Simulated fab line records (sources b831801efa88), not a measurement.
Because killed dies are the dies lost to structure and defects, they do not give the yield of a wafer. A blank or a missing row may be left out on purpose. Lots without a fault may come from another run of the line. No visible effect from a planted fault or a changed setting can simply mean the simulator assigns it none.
Matching of chambers ; flow sky130 ; SKY_VIA3_CMP_24 on cmp-01 has 4 sister chambers
The step polishes, stops on SiO2, t overpolish 20 s, target thk 0 nm. 8 wafers are shown with their chamber, then 7 later ones without.

## EACH WAFER AND ITS CHAMBER
wafer;chamber;motor current A (A);edge zone pressure frac
L552.1;2;12.3;0.997
L552.4;1;10.2;1.004
L552.5;2;11.8;1.003
L553.1;0;11.4;0.993
L553.2;1;10.0;0.995
L553.4;3;8.7;1.009
L554.3;0;11.3;1.002
L554.5;3;8.8;1.008

## WAFERS WITH NO CHAMBER GIVEN
wafer;motor current A (A);edge zone pressure frac
L554.6;11.0;1.000
L556.3;8.6;1.004
L556.4;10.1;0.994
L556.6;10.3;1.000
L558.1;8.9;0.997
L558.3;10.2;1.004
L558.6;11.3;0.995

## WHICH CHAMBER EACH ONE RAN IN
wafer;from the rows above;in truth
L554.6;0;0
L556.3;3;3
L556.4;1;1
L556.6;1;1
L558.1;3;3
L558.3;1;1
L558.6;0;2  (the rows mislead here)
Correct placement for 6 of the 7. Left unplaced by these rows: 0. 1 placed wrongly.
How it was worked out, from the rows above alone: a wafer's distance from a chamber is the root of the sum, over the readings, of the square of ((its reading less the chamber's mean) divided by the reading's scatter). The wafer belongs to the nearest chamber; if the next one is less than 2 further off, it can't be placed. The mean given for a chamber averages the wafers shown for that chamber. The scatter: take each reading less its chamber's mean, square it, sum over the shown wafers, divide by the number of wafers less the number of chambers, and take the root.
